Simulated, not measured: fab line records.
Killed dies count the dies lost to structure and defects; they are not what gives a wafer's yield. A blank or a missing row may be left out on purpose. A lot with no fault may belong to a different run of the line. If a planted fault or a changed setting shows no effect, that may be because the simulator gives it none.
Struck lot and sound lot, side by side + flow gf180mcu + 16 out of 602 route steps
Sound: these wafers, L926.1, L926.4, L926.6. Struck: wafers L929.3, L929.5, L929.6. At the end, the cause is stated.
Each step with rows lists, per side, the tool, then ch with its chambers, then its first start. Under that, the readings that differ: sound wafers + struck wafers + difference of the means + sigmas: that difference in standard deviations of wafers without a fault.
alike: a reading whose means differ by less than 2 such deviations, as well as words and numbers matching on both sides. not compared: withheld readings; readings where some wafer has no value; bounds like >300 that might hide an equal value; numbers whose values overlap and for which the record gives no deviation.
Wherever a step has rows on one side only, a row that says differs or no value, or a row with sigmas, the two part there. Numbers that have no deviation but don't overlap get no sigmas and don't part them. A reading missing from all wafers of one side parts the sides only when that side holds two or more wafers.

first, 2 steps without rows for these wafers: GF_HV_LDD_PEB_44; GF_HV_LDD_DEVELOP_45 (develop time 60 s).
GF_HV_LDD_CD_MEAS_46: target cd 400 nm.
  sound: cd-sem-02 at day 14 04:24; struck: cd-sem-01 at day 15 02:35
  alike: cd-nm
GF_HV_LDD_OVL_MEAS_47:
  sound: overlay-01 at day 14 04:31; struck: overlay-02 at day 15 02:41
  alike: HV_LDD_03_OVL
then, 1 step without rows for these wafers: GF_HV_LDD_IMPLANT_48.
GF_HV_LDD_STRIP_49: strips in O2/N2.
  sound on plasma-asher-02 ch 0,1, day 14 04:43; struck on plasma-asher-04 ch 0,1, day 15 02:53
  alike: drypump-motor-current-A, heater-power-w, oes-product-au, strip-time-to-endpoint-s
  not compared: rf-hours-counter-h
GF_HV_LDD_TW_MEAS_50:
  sound: film-metro-03 at day 14 04:49; struck: film-metro-01 at day 15 02:59
| reading     | sound       | struck      | difference | sigmas |
|-------------|-------------|-------------|------------|--------|
| HV_LDD_4_TW | 556 560 557 | 576 572 573 | +16        | +2     |
then, 1 step without rows for these wafers: GF_HV_LDD_CLEAN_51 (cleans in SC1/SC2, time 152 s).
GF_HV_LDD_RTA_52: time 10 s.
  sound on rtp-anneal-02 ch 0, day 14 04:55; struck on rtp-anneal-02 ch 0, day 15 03:05
  alike: lamp-power-pct, wafer_temp_C_max
GF_HV_LDD_RS_MEAS_53: the measuring method here is four-point-probe.
  sound: film-metro-04 at day 14 04:59; struck: film-metro-03 at day 15 03:11
  alike: HV_LDD_RS
then, 1 step without rows for these wafers: GF_HV_LDD_CVD_54 (deposits SiO2 from TEOS, target thk 10 nm, time 75 s).
GF_HV_LDD_THK_MEAS_55:
  sound: film-metro-03 at day 14 06:38; struck: film-metro-04 at day 15 04:18
| reading                | sound             | struck         | difference | sigmas |
|------------------------|-------------------|----------------|------------|--------|
| HV_LDD_CVD_54_THK (nm) | 10.20 10.15 10.24 | 9.90 9.71 9.88 | -0.37      | -3     |
GF_HV_LDD_CVD_56: deposits Si3N4 from DCS/NH3, target thk 90 nm, time 1543 s.
  sound on lpcvd-02 ch 1, day 14 06:42; struck on lpcvd-01 ch 1, day 15 04:20
| reading                                  | sound             | struck            | difference | sigmas |
|------------------------------------------|-------------------|-------------------|------------|--------|
| spike-tc-centre-C (C)                    | 772.1 772.2 772.5 | 747.7 748.5 748.3 | -24.1      | -22    |
| spike-tc-lower-C (C)                     | 770.9 771.8 769.8 | 775.2 774.7 776.3 | +4.6       | +4     |
| zone-power-centre-pct (%)                | 13.2 13.1 13.3    | 7.3 7.3 7.3       | -5.9       | -12    |
| zone-power-lower-pct (%)                 | 12.1 12.2 12.0    | 16.3 16.0 16.0    | +4.0       | +3     |
| model.Si3N4_of_HV_LDD_CVD_56.thk-nm (nm) | 88.54 87.86 88.58 | 85.6 81.38 79.14  | -6.3       |        |
  alike: spike-tc-top-C
GF_HV_LDD_THK_MEAS_57:
  sound: film-metro-01 at day 14 08:08; struck: film-metro-03 at day 15 06:01
| reading                | sound          | struck         | difference | sigmas |
|------------------------|----------------|----------------|------------|--------|
| HV_LDD_CVD_56_THK (nm) | 88.5 87.8 88.6 | 85.6 81.4 79.1 | -6.3       | -8     |
  not compared: hold
GF_HV_LDD_ETCHBACK_58: etches Si3N4 in CH3F/O2, stops on SiO2, time 100 s, target depth 90 nm.
  sound on rie-diel-02 ch 0,2,3, day 14 08:11; struck on rie-diel-02 ch 0,1,3, day 15 12:34
| reading                  | sound             | struck                                                                     | difference                   | sigmas |
|--------------------------|-------------------|----------------------------------------------------------------------------|------------------------------|--------|
| hold                     | - - -             | await-dispo/6.5h/release await-dispo/6.5h/release await-dispo/6.5h/release | no value on the sound wafers |        |
| oes-product-au (a.u.)    | 0.832 0.825 0.835 | 0.822 0.794 0.785                                                          | -0.030                       | -5     |
| model.etch.depth-nm (nm) | 88.54 87.86 88.58 | 85.6 81.38 79.14                                                           | -6.3                         |        |
  alike: O2_flow_sccm, drypump-motor-current-A, throttle-valve-pct
  not compared: rf-hours-counter-h
then, 1 step without rows for these wafers: GF_NSD_DEHYDRATE_00 (time 60 s).

## WHERE THEY PART
At GF_HV_LDD_TW_MEAS_50 first; at GF_HV_LDD_ETCHBACK_58 last (within this record only).

WHY: whatever the simulator had introduced
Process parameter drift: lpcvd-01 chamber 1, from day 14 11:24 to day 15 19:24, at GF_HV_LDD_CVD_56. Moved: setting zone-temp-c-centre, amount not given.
